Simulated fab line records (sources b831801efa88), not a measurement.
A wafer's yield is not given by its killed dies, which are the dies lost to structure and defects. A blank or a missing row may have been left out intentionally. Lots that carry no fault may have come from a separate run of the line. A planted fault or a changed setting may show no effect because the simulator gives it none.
fab line records	flow sky130
record lots=24	wafers=72	lastDay=50
route steps=708 shown METAL2@501 VIA2@521 VIA3@586 PASSIVATION@692
lots that met no fault: from a run of the same line without faults
startH: the number of hours between the record's first day and the start of the first shown wafer of the lot	waitH: time in hours since the lot's previous step	" as in the row above	L1.1+2: several wafers, shown together as one row	- value missing, or start not given	* or withheld: withheld	< > ~ a bound
route shown NAME@n: names a module that has steps shown in the file, with the first one's number in the route	usual: mean and standard deviation over wafers with no fault	same: alike in all rows	chamber/n: place in a boat	sites: the reading at each site	_std_site: the standard deviation of these	_edge_site: inner sites' mean taken away from outer sites' mean	radiusMm: how far each site lies from the wafer's centre	mask NAME#n: copy n	behind: tool/chamber where the wafer was last shaped	hold: the reason the lot was held/the length of the hold in hours/how it ended	device: whichever transistor did not switch (one of n, p or np)	end of line: tests of these same wafers at the route's end	a step given without rows: its recipe and nothing more	killed: dies that structure and defects cost at the first sort, which is not the same as the wafer's yield	map: a wafer's dies, marking killed ones x, the rest . and places with no die _
set.NAME: setting as actually run; set.NAME@STEP: the setting as run at that earlier step	model.NAME: the simulator's own value behind a step, which no gauge read
the route's steps for a sample of lots (tables are steps, rows are wafers)
services: a tool's chamber out of use, with start hour (startH, from the record's first day; less than 0 if before it), hours out, and reason
## steps
# step SKY_METAL2_ETCH_18
# recipe chemistry=N2/H2	target=BARC	ionEnergyEv=200	biasW=100	pressureMtorr=30	n2FlowSccm=100	h2FlowSccm=200	icpW=500	stopOn=SiO2	timeS=45.9	targetDepthA=600
# usual drypumpMotorCurrentA=6.2/0.36	oesProductAu=0.855/0.0051	throttleValvePct=13.225/0.0093
lot.wafer	tool	chamber	startH	waitH	drypumpMotorCurrentA	oesProductAu	rfHoursCounterH	throttleValvePct
L074.3	rieMetal-04	0	814.00	0.1	6.4	0.850	-	13.215
L074.4	"	0	"	"	6.3	0.859	-	13.218
L074.6	"	0	"	"	6.4	0.855	-	13.217
L075.2	rieMetal-04	0	827.38	0.0	6.3	0.855	4	13.231
L075.4	"	1	"	"	5.7	0.856	-	13.228
L075.5	"	0	"	"	6.3	0.859	-	13.243
L076.3	rieMetal-02	0	834.25	0.0	5.5	0.859	-	13.234
L076.5	"	1	"	"	6.1	0.853	-	13.236
L076.6	"	0	"	"	5.6	0.849	-	13.221
L077.1	rieMetal-01	1	840.25	0.0	6.6	0.862	3	13.227
L077.4	"	1	"	"	6.6	0.851	-	13.223
L077.6	"	1	"	"	6.6	0.860	-	13.235
L078.1	rieMetal-04	1	856.89	0.0	5.7	0.854	1	13.212
L078.3	"	0	"	"	6.3	0.855	-	13.221
L078.4	"	1	"	"	5.7	0.867	-	13.233
L079.1	rieMetal-01	0	862.07	0.0	6.1	0.850	15	13.222
L079.5	"	1	"	"	6.6	0.853	-	13.234
L079.6	"	0	"	"	6.1	0.851	-	13.224
L080.2	rieMetal-01	0	865.17	0.0	6.1	0.851	16	13.233
L080.3	"	0	"	"	6.1	0.853	-	13.225
L080.5	"	0	"	"	6.1	0.848	-	13.220
L081.2	rieMetal-01	0	877.83	0.0	6.1	0.859	16	13.226
L081.4	"	1	"	"	6.6	0.849	-	13.206
L081.5	"	1	"	"	6.6	0.855	-	13.227
L082.3	rieMetal-02	0	879.10	0.0	5.6	0.868	-	13.232
L082.4	"	1	"	"	6.2	0.856	-	13.235
L082.6	"	1	"	"	6.2	0.854	-	13.226
L083.3	rieMetal-02	0	885.24	0.0	5.6	0.854	-	13.228
L083.5	"	1	"	"	6.1	0.855	-	13.236
L083.6	"	0	"	"	5.5	0.847	-	13.222
L084.2	rieMetal-02	1	902.78	0.0	6.2	0.861	6	13.235
L084.3	"	0	"	"	5.6	0.851	-	13.239
L084.6	"	1	"	"	6.1	0.857	-	13.232
L085.1	rieMetal-04	0	903.32	0.0	6.3	0.865	7	13.222
L085.5	"	0	"	"	6.3	0.853	-	13.224
L085.6	"	1	"	"	5.7	0.853	-	13.221
L086.1	rieMetal-02	0	912.69	0.0	5.6	0.857	8	13.230
L086.4	"	1	"	"	6.1	0.855	-	13.221
L086.5	"	1	"	"	6.1	0.859	-	13.224
L087.2	rieMetal-04	0	916.47	0.0	6.3	0.859	8	13.225
L087.3	"	0	"	"	6.3	0.853	-	13.223
L087.6	"	1	"	"	5.7	0.858	-	13.229
L088.3	rieMetal-02	0	919.90	0.0	5.6	0.859	-	13.214
L088.5	"	0	"	"	5.6	0.860	-	13.243
L088.6	"	1	"	"	6.1	0.866	-	13.221
L089.3	rieMetal-01	1	929.21	0.1	6.6	0.856	-	13.247
L089.5	"	1	"	"	6.6	0.848	-	13.229
L089.6	"	1	"	"	6.6	0.859	-	13.228
L090.1	rieMetal-01	1	937.85	0.1	6.6	0.852	8	13.232
L090.4	"	1	"	"	6.6	0.858	-	13.231
L090.5	"	1	"	"	6.6	0.847	-	13.216
L091.1	rieMetal-01	0	952.57	0.0	6.1	0.854	0	13.209
L091.2	"	1	"	"	6.6	0.853	9	13.211
L091.4	"	0	"	"	6.1	0.850	-	13.203
L092.2	rieMetal-04	1	960.64	0.0	5.7	0.861	6	13.219
L092.4	"	1	"	"	5.7	0.851	-	13.224
L092.6	"	0	"	"	6.3	0.851	-	13.236
L093.1	rieMetal-01	0	963.54	0.0	6.1	0.854	1	13.217
L093.2	"	1	"	"	6.6	0.853	9	13.241
L093.6	"	1	"	"	6.6	0.857	-	13.232
L094.1	rieMetal-02	0	965.63	0.0	5.5	0.858	11	13.219
L094.3	"	0	"	"	5.5	0.857	-	13.220
L094.6	"	0	"	"	5.6	0.860	-	13.219
L095.1	rieMetal-01	0	966.49	0.0	6.1	0.855	1	13.247
L095.4	"	1	"	"	6.6	0.858	-	13.229
L095.6	"	1	"	"	6.6	0.854	-	13.210
L096.1	rieMetal-01	1	971.79	0.0	6.6	0.856	10	13.226
L096.2	"	0	"	"	6.1	0.850	1	13.221
L096.3	"	1	"	"	6.6	0.848	-	13.216
L097.2	rieMetal-01	1	976.37	0.0	6.6	0.863	10	13.228
L097.5	"	0	"	"	6.2	0.859	-	13.225
L097.6	"	1	"	"	6.6	0.850	-	13.215
# step SKY_VIA2_ETCH_14
# recipe chemistry=N2/H2	target=BARC	ionEnergyEv=200	sourceW=500	biasW=100	pressureMtorr=30	n2FlowSccm=100	h2FlowSccm=200	stopOn=SiO2	timeS=45.9	targetDepthA=600
# usual drypumpMotorCurrentA=5.7/0.34	oesProductAu=0.854/0.0048	throttleValvePct=13.224/0.0087
lot.wafer	tool	chamber	startH	waitH	drypumpMotorCurrentA	oesProductAu	rfHoursCounterH	throttleValvePct
L074.3	rieDiel-04	0	841.50	0.0	5.4	0.854	7	13.210
L074.4	"	0	"	"	5.4	0.859	-	13.230
L074.6	"	3	"	"	5.6	0.853	-	13.215
L075.2	rieDiel-04	0	854.33	0.0	5.4	0.858	7	13.223
L075.4	"	0	"	"	5.4	0.853	-	13.231
L075.5	"	3	"	"	5.6	0.847	-	13.227
L076.3	rieDiel-02	1	861.95	0.0	6.1	0.862	14	13.213
L076.5	"	0	"	"	6.0	0.860	-	13.222
L076.6	"	3	"	"	6.0	0.851	-	13.218
L077.1	rieDiel-03	1	866.88	0.0	5.7	0.855	16	13.237
L077.4	"	0	"	"	6.0	0.851	11	13.213
L077.6	"	2	"	"	5.3	0.849	-	13.220
L078.1	rieDiel-02	0	884.83	0.0	6.0	0.854	8	13.219
L078.3	"	3	"	"	6.0	0.854	23	13.240
L078.4	"	2	"	"	6.1	0.862	9	13.224
L079.1	rieDiel-03	2	888.58	0.0	5.3	0.852	2	13.236
L079.5	"	3	"	"	5.7	0.859	-	13.223
L079.6	"	2	"	"	5.3	0.848	-	13.239
L080.2	rieDiel-03	0	892.48	0.0	6.0	0.850	12	13.210
L080.3	"	2	"	"	5.3	0.862	3	13.222
L080.5	"	1	"	"	5.7	0.858	-	13.230
L081.2	rieDiel-03	3	904.60	0.0	5.7	0.860	7	13.224
L081.4	"	3	"	"	5.7	0.855	-	13.224
L081.5	"	1	"	"	5.7	0.851	-	13.219
L082.3	rieDiel-02	0	906.40	0.0	6.0	0.847	9	13.221
L082.4	"	1	"	"	6.1	0.849	16	13.227
L082.6	"	2	"	"	6.1	0.850	-	13.228
L083.3	rieDiel-02	2	912.10	0.0	6.2	0.863	10	13.219
L083.5	"	1	"	"	6.1	0.855	-	13.233
L083.6	"	0	"	"	6.0	0.853	-	13.225
L084.2	rieDiel-04	0	928.38	0.0	5.4	0.859	10	13.235
L084.3	"	1	"	"	5.4	0.862	4	13.204
L084.6	"	3	"	"	5.6	0.856	-	13.217
L085.1	rieDiel-02	3	929.15	0.0	6.0	0.854	25	13.223
L085.5	"	0	"	"	6.0	0.858	-	13.220
L085.6	"	3	"	"	6.0	0.849	-	13.232
L086.1	rieDiel-03	2	938.45	0.0	5.3	0.853	4	13.216
L086.4	"	1	"	"	5.7	0.858	18	13.223
L086.5	"	0	"	"	5.9	0.857	-	13.248
L087.2	rieDiel-02	3	941.63	0.0	6.0	0.859	25	13.217
L087.3	"	0	"	"	6.1	0.850	10	13.232
L087.6	"	2	"	"	6.1	0.851	-	13.229
L088.3	rieDiel-04	0	945.88	0.0	5.4	0.852	10	13.233
L088.5	"	3	"	"	5.6	0.840	-	13.229
L088.6	"	0	"	"	5.4	0.858	-	13.222
L089.3	rieDiel-04	0	953.75	0.0	5.4	0.848	11	13.239
L089.5	"	2	"	"	5.1	0.861	-	13.219
L089.6	"	1	"	"	5.3	0.859	-	13.218
L090.1	rieDiel-03	3	964.08	0.0	5.7	0.847	8	13.215
L090.4	"	1	"	"	5.7	0.847	18	13.242
L090.5	"	0	"	"	5.9	0.859	-	13.216
L091.1	rieDiel-04	2	977.55	0.0	5.1	0.853	11	13.220
L091.2	"	1	"	"	5.3	0.856	6	13.228
L091.4	"	3	"	"	5.6	0.857	26	13.216
L092.2	rieDiel-04	3	986.75	0.0	5.6	0.847	26	13.224
L092.4	"	1	"	"	5.3	0.860	6	13.221
L092.6	"	2	"	"	5.1	0.848	-	13.211
L093.1	rieDiel-04	3	989.59	0.0	5.6	0.860	26	13.231
L093.2	"	1	"	"	5.3	0.855	6	13.214
L093.6	"	0	"	"	5.4	0.856	-	13.229
L094.1	rieDiel-04	2	991.53	0.0	5.1	0.860	12	13.219
L094.3	"	3	"	"	5.6	0.855	27	13.221
L094.6	"	2	"	"	5.1	0.860	-	13.239
L095.1	rieDiel-02	3	992.20	0.0	6.0	0.860	27	13.222
L095.4	"	1	"	"	6.1	0.853	18	13.236
L095.6	"	1	"	"	6.1	0.853	-	13.212
L096.1	rieDiel-03	0	997.95	0.0	6.0	0.854	15	13.229
L096.2	"	3	"	"	5.7	0.865	9	13.234
L096.3	"	1	"	"	5.7	0.851	20	13.232
L097.2	rieDiel-02	0	1001.70	0.0	6.0	0.864	11	13.239
L097.5	"	2	"	"	6.1	0.863	-	13.220
L097.6	"	3	"	"	6.0	0.851	-	13.230
# step SKY_VIA2_THK_MEAS_23
# recipe thkMeasGauge=xrf	reads=W_of_VIA2_CVD_21
# usual VIA2_W_THK=407/6.5
lot.wafer	tool	chamber	startH	waitH	VIA2_W_THK[nm]
L074.3	filmMetro-01	-	842.67	0.1	405
L074.4	"	-	"	"	403
L074.6	"	-	"	"	403
L075.2	filmMetro-01	-	855.39	0.1	410
L075.4	"	-	"	"	407
L075.5	"	-	"	"	408
L076.3	filmMetro-01	-	862.99	0.1	403
L076.5	"	-	"	"	400
L076.6	"	-	"	"	400
L077.1	filmMetro-03	-	867.90	0.1	409
L077.4	"	-	"	"	410
L077.6	"	-	"	"	409
L078.1	filmMetro-03	-	885.86	0.1	402
L078.3	"	-	"	"	405
L078.4	"	-	"	"	398
L079.1	filmMetro-01	-	889.76	0.1	403
L079.5	"	-	"	"	411
L079.6	"	-	"	"	403
L080.2	filmMetro-03	-	893.68	0.1	407
L080.3	"	-	"	"	405
L080.5	"	-	"	"	405
L081.2	filmMetro-02	-	905.67	0.1	411
L081.4	"	-	"	"	414
L081.5	"	-	"	"	405
L082.3	filmMetro-01	-	907.45	0.1	410
L082.4	"	-	"	"	412
L082.6	"	-	"	"	406
L083.3	filmMetro-01	-	913.27	0.1	412
L083.5	"	-	"	"	407
L083.6	"	-	"	"	399
L084.2	filmMetro-03	-	929.40	0.1	413
L084.3	"	-	"	"	411
L084.6	"	-	"	"	415
L085.1	filmMetro-02	-	930.16	0.1	405
L085.5	"	-	"	"	407
L085.6	"	-	"	"	406
L086.1	filmMetro-02	-	939.46	0.1	412
L086.4	"	-	"	"	407
L086.5	"	-	"	"	409
L087.2	filmMetro-01	-	942.73	0.1	402
L087.3	"	-	"	"	406
L087.6	"	-	"	"	409
L088.3	filmMetro-03	-	946.91	0.1	413
L088.5	"	-	"	"	406
L088.6	"	-	"	"	420
L089.3	filmMetro-02	-	954.81	0.1	409
L089.5	"	-	"	"	405
L089.6	"	-	"	"	407
L090.1	filmMetro-03	-	965.18	0.1	423
L090.4	"	-	"	"	408
L090.5	"	-	"	"	418
L091.1	filmMetro-03	-	978.56	0.1	418
L091.2	"	-	"	"	412
L091.4	"	-	"	"	415
L092.2	filmMetro-01	-	987.77	0.1	399
L092.4	"	-	"	"	394
L092.6	"	-	"	"	394
L093.1	filmMetro-01	-	990.64	0.1	395
L093.2	"	-	"	"	396
L093.6	"	-	"	"	395
L094.1	filmMetro-03	-	992.54	0.1	405
L094.3	"	-	"	"	407
L094.6	"	-	"	"	406
L095.1	filmMetro-02	-	993.25	0.1	407
L095.4	"	-	"	"	411
L095.6	"	-	"	"	414
L096.1	filmMetro-03	-	998.96	0.1	412
L096.2	"	-	"	"	417
L096.3	"	-	"	"	417
L097.2	filmMetro-01	-	1002.72	0.1	395
L097.5	"	-	"	"	397
L097.6	"	-	"	"	407
# step SKY_VIA3_OVL_MEAS_13
# usual VIA3_OVL=1/6
lot.wafer	tool	chamber	startH	waitH	VIA3_OVL[nm]
L074.3	overlay-01	-	922.38	0.1	-6
L074.4	"	-	"	"	-1
L074.6	"	-	"	"	-5
L075.2	overlay-02	-	934.87	0.1	-8
L075.4	"	-	"	"	-3
L075.5	"	-	"	"	-1
L076.3	overlay-02	-	940.42	0.1	2
L076.5	"	-	"	"	8
L076.6	"	-	"	"	1
L077.1	overlay-02	-	946.20	0.1	-7
L077.4	"	-	"	"	-8
L077.6	"	-	"	"	-7
L078.1	overlay-02	-	961.76	0.1	-8
L078.3	"	-	"	"	-2
L078.4	"	-	"	"	-1
L079.1	overlay-01	-	966.07	0.1	0
L079.5	"	-	"	"	-2
L079.6	"	-	"	"	10
L080.2	overlay-02	-	969.62	0.1	10
L080.3	"	-	"	"	2
L080.5	"	-	"	"	-1
L081.2	overlay-01	-	981.88	0.1	4
L081.4	"	-	"	"	-4
L081.5	"	-	"	"	13
L082.3	overlay-01	-	983.53	0.1	-2
L082.4	"	-	"	"	13
L082.6	"	-	"	"	12
L083.3	overlay-02	-	988.88	0.1	1
L083.5	"	-	"	"	-2
L083.6	"	-	"	"	-11
L084.2	overlay-01	-	1002.36	0.1	-4
L084.3	"	-	"	"	1
L084.6	"	-	"	"	-7
L085.1	overlay-02	-	1004.87	0.1	6
L085.5	"	-	"	"	1
L085.6	"	-	"	"	3
L086.1	overlay-01	-	1014.47	0.1	1
L086.4	"	-	"	"	4
L086.5	"	-	"	"	4
L087.2	overlay-02	-	1017.46	0.1	1
L087.3	"	-	"	"	-5
L087.6	"	-	"	"	1
L088.3	overlay-02	-	1020.81	0.1	-4
L088.5	"	-	"	"	3
L088.6	"	-	"	"	7
L089.3	overlay-02	-	1028.71	0.1	14
L089.5	"	-	"	"	18
L089.6	"	-	"	"	13
L090.1	overlay-02	-	1039.07	0.1	6
L090.4	"	-	"	"	8
L090.5	"	-	"	"	3
L091.1	overlay-01	-	1050.65	0.1	-1
L091.2	"	-	"	"	6
L091.4	"	-	"	"	1
L092.2	overlay-02	-	1058.58	0.1	8
L092.4	"	-	"	"	9
L092.6	"	-	"	"	0
L093.1	overlay-02	-	1061.50	0.1	-1
L093.2	"	-	"	"	4
L093.6	"	-	"	"	-6
L094.1	overlay-01	-	1064.02	0.1	-4
L094.3	"	-	"	"	-4
L094.6	"	-	"	"	2
L095.1	overlay-02	-	1064.97	0.1	-1
L095.4	"	-	"	"	6
L095.6	"	-	"	"	2
L096.1	overlay-01	-	1069.27	0.1	2
L096.2	"	-	"	"	4
L096.3	"	-	"	"	-2
L097.2	overlay-02	-	1072.02	0.1	-2
L097.5	"	-	"	"	5
L097.6	"	-	"	"	-1
# step SKY_VIA3_SPUTTER_20
# recipe material=TiN	targetThkNm=20	chamberPressurePa=5	powerW=4000	timeS=80
# usual throttleValvePct=29.6/1
lot.wafer	tool	chamber	startH	waitH	throttleValvePct
L074.3	pvdSputter-04	-	923.15	0.0	28.5
L074.4	"	-	"	"	30.0
L074.6	"	-	"	"	30.0
L075.2	pvdSputter-04	-	935.60	0.0	28.4
L075.4	"	-	"	"	28.4
L075.5	"	-	"	"	28.6
L076.3	pvdSputter-04	-	941.14	0.0	28.2
L076.5	"	-	"	"	29.7
L076.6	"	-	"	"	28.5
L077.1	pvdSputter-02	-	946.97	0.0	32.9
L077.4	"	-	"	"	31.5
L077.6	"	-	"	"	32.6
L078.1	pvdSputter-04	-	962.49	0.0	28.8
L078.3	"	-	"	"	29.6
L078.4	"	-	"	"	28.4
L079.1	pvdSputter-04	-	966.86	0.0	30.0
L079.5	"	-	"	"	28.6
L079.6	"	-	"	"	29.5
L080.2	pvdSputter-03	-	970.46	0.0	30.2
L080.3	"	-	"	"	29.8
L080.5	"	-	"	"	28.4
L081.2	pvdSputter-04	-	982.60	0.0	30.2
L081.4	"	-	"	"	29.5
L081.5	"	-	"	"	28.3
L082.3	pvdSputter-02	-	984.25	0.0	31.7
L082.4	"	-	"	"	29.3
L082.6	"	-	"	"	30.8
L083.3	pvdSputter-02	-	989.61	0.0	30.3
L083.5	"	-	"	"	30.6
L083.6	"	-	"	"	29.5
L084.2	pvdSputter-03	-	1003.08	0.0	28.5
L084.3	"	-	"	"	29.6
L084.6	"	-	"	"	29.9
L085.1	pvdSputter-03	-	1005.64	0.0	30.2
L085.5	"	-	"	"	29.0
L085.6	"	-	"	"	30.3
L086.1	pvdSputter-03	-	1015.30	0.0	29.2
L086.4	"	-	"	"	30.3
L086.5	"	-	"	"	28.9
L087.2	pvdSputter-04	-	1018.22	0.0	30.1
L087.3	"	-	"	"	29.6
L087.6	"	-	"	"	28.6
L088.3	pvdSputter-03	-	1021.55	0.0	28.2
L088.5	"	-	"	"	30.1
L088.6	"	-	"	"	28.7
L089.3	pvdSputter-03	-	1029.47	0.0	30.4
L089.5	"	-	"	"	29.8
L089.6	"	-	"	"	29.1
L090.1	pvdSputter-04	-	1039.80	0.0	29.4
L090.4	"	-	"	"	30.1
L090.5	"	-	"	"	28.5
L091.1	pvdSputter-02	-	1051.41	0.0	31.5
L091.2	"	-	"	"	30.8
L091.4	"	-	"	"	29.5
L092.2	pvdSputter-04	-	1059.30	0.0	29.7
L092.4	"	-	"	"	29.9
L092.6	"	-	"	"	28.3
L093.1	pvdSputter-04	-	1062.32	0.0	28.2
L093.2	"	-	"	"	29.7
L093.6	"	-	"	"	28.4
L094.1	pvdSputter-04	-	1064.76	0.0	29.3
L094.3	"	-	"	"	28.4
L094.6	"	-	"	"	28.4
L095.1	pvdSputter-04	-	1065.74	0.0	28.5
L095.4	"	-	"	"	30.1
L095.6	"	-	"	"	28.2
L096.1	pvdSputter-02	-	1070.00	0.0	32.7
L096.2	"	-	"	"	29.4
L096.3	"	-	"	"	30.7
L097.2	pvdSputter-04	-	1072.75	0.0	28.6
L097.5	"	-	"	"	29.6
L097.6	"	-	"	"	28.3
# step SKY_PASSIVATION_ETCH_11
# recipe chemistry=CF4/O2	targetDepthNm=725	stopOn=AlCu	sourceW=800	biasW=150	pressureMtorr=150	cf4FlowSccm=80	O2_flow_sccm=10	timeS=161.1
# usual drypumpMotorCurrentA=5.6/0.31	oesProductAu=0.979/0.0068	throttleValvePct=5.965/0.0087
lot.wafer	tool	chamber	startH	waitH	drypumpMotorCurrentA	oesProductAu	rfHoursCounterH	throttleValvePct
L074.3	rieDiel-03	1	1047.33	-	5.6	0.977	21	5.963
L074.4	"	2	"	"	5.3	0.983	6	5.974
L074.6	"	1	"	"	5.6	0.977	-	5.961
L075.2	rieDiel-03	2	1058.88	-	5.3	0.971	7	5.966
L075.4	"	0	"	"	6.0	0.983	17	5.979
L075.5	"	0	"	"	6.0	0.979	-	5.965
L076.3	rieDiel-04	0	1062.50	-	5.4	0.981	15	5.971
L076.5	"	3	"	"	5.6	0.986	-	5.960
L076.6	"	2	"	"	5.1	0.984	-	5.960
L077.1	rieDiel-04	0	1069.20	-	5.4	0.978	15	5.976
L077.4	"	1	"	"	5.3	0.982	9	5.961
L077.6	"	2	"	"	5.1	0.980	-	5.967
L078.1	rieDiel-03	2	1082.45	-	5.3	0.976	7	5.964
L078.3	"	1	"	"	5.6	0.976	22	5.966
L078.4	"	0	"	"	5.9	0.987	18	5.966
L079.1	rieDiel-03	0	1085.94	-	6.0	0.979	18	5.959
L079.5	"	2	"	"	5.2	0.981	-	5.973
L079.6	"	3	"	"	5.7	0.976	-	5.956
L080.2	rieDiel-01	2	1090.10	-	5.6	0.986	17	5.963
L080.3	"	3	"	"	5.0	0.977	2	5.952
L080.5	"	0	"	"	6.1	0.980	-	5.977
L081.2	rieDiel-03	2	1097.44	-	5.3	0.968	8	5.961
L081.4	"	3	"	"	5.7	0.973	13	5.950
L081.5	"	2	"	"	5.3	0.977	-	5.964
L082.3	rieDiel-04	2	1098.83	-	5.1	0.981	16	5.969
L082.4	"	1	"	"	5.3	0.987	10	5.966
L082.6	"	2	"	"	5.1	0.985	-	5.949
L083.3	rieDiel-01	3	1104.73	-	5.0	0.965	3	5.960
L083.5	"	2	"	"	5.6	0.980	-	5.967
L083.6	"	1	"	"	6.0	0.991	-	5.950
L084.2	rieDiel-01	1	1116.39	-	6.1	0.978	21	5.968
L084.3	"	2	"	"	5.6	0.979	18	5.966
L084.6	"	2	"	"	5.6	0.976	-	5.955
L085.1	rieDiel-04	1	1117.54	-	5.3	0.983	11	5.958
L085.5	"	0	"	"	5.4	0.987	-	5.964
L085.6	"	1	"	"	5.3	0.982	-	5.980
L086.1	rieDiel-04	3	1128.33	-	5.6	0.979	32	5.961
L086.4	"	1	"	"	5.3	0.983	11	5.951
L086.5	"	0	"	"	5.4	0.974	-	5.981
L087.2	rieDiel-04	2	1129.40	-	5.1	0.975	17	5.959
L087.3	"	0	"	"	5.4	0.966	17	5.973
L087.6	"	2	"	"	5.1	0.972	-	5.961
L088.3	rieDiel-03	1	1131.29	-	5.7	0.974	24	5.959
L088.5	"	3	"	"	5.7	0.987	-	5.984
L088.6	"	0	"	"	6.0	0.985	-	5.976
L089.3	rieDiel-03	0	1138.20	-	6.0	0.981	20	5.966
L089.5	"	0	"	"	6.0	0.989	-	5.972
L089.6	"	3	"	"	5.7	0.975	-	5.972
L090.1	rieDiel-03	2	1145.89	-	5.3	0.984	9	5.972
L090.4	"	2	"	"	5.3	0.980	-	5.955
L090.5	"	0	"	"	6.0	0.986	-	5.965
L091.1	rieDiel-03	0	1156.53	-	5.9	0.975	20	5.951
L091.2	"	1	"	"	5.7	0.980	25	5.971
L091.4	"	1	"	"	5.6	0.981	-	5.960
L092.2	rieDiel-03	3	1162.64	-	5.7	0.974	14	5.968
L092.4	"	3	"	"	5.7	0.983	-	5.962
L092.6	"	2	"	"	5.3	0.988	-	5.973
L093.1	rieDiel-03	2	1164.70	-	5.2	0.964	10	5.952
L093.2	"	1	"	"	5.7	0.970	25	5.962
L093.6	"	2	"	"	5.3	0.970	-	5.976
L094.1	rieDiel-03	1	1166.69	-	5.7	0.961	26	5.960
L094.3	"	2	"	"	5.3	0.985	10	5.966
L094.6	"	0	"	"	5.9	0.991	-	5.967
L095.1	rieDiel-01	0	1167.99	-	6.1	0.971	18	5.957
L095.4	"	1	"	"	6.0	0.986	24	5.975
L095.6	"	0	"	"	6.1	0.992	-	5.965
L096.1	rieDiel-03	2	1171.48	-	5.3	0.984	11	5.957
L096.2	"	0	"	"	6.0	0.973	21	5.963
L096.3	"	1	"	"	5.7	0.972	26	5.961
L097.2	rieDiel-03	0	1174.24	-	6.0	0.973	21	5.968
L097.5	"	2	"	"	5.3	0.975	-	5.977
L097.6	"	3	"	"	5.7	0.975	-	5.977
## services
tool	chamber	startH	hours	kind
rieMetal-01	-	796.05	4.3	pm
rieMetal-04	-	805.07	0.4	repair
rieDiel-03	-	809.42	0.3	repair
rieDiel-04	2	812.83	54.2	repair
rieDiel-03	3	819.27	6.7	repair
pvdSputter-03	-	832.97	0.5	repair
rieMetal-01	0	891.67	41.1	repair
pvdSputter-03	-	900.35	0.5	repair
rieDiel-03	0	903.82	3.5	repair
rieDiel-03	2	943.44	9.9	repair
rieDiel-03	2	986.94	14.9	repair
pvdSputter-04	-	1001.35	0.5	repair
rieDiel-02	0	1004.77	13.5	repair
rieDiel-04	1	1024.29	9.4	repair
rieDiel-03	1	1025.82	1.3	repair
pvdSputter-03	-	1045.74	27.6	repair
rieMetal-01	-	1055.53	2.4	repair
pvdSputter-04	-	1084.03	1.7	repair
rieDiel-02	3	1087.62	41.8	repair
rieDiel-02	1	1129.06	10.0	repair
rieDiel-03	3	1138.31	19.5	repair
rieDiel-04	-	1138.81	15.6	pm
rieDiel-03	0	1157.50	8.9	repair
rieDiel-04	-	1162.02	12.7	repair
## key
fault none
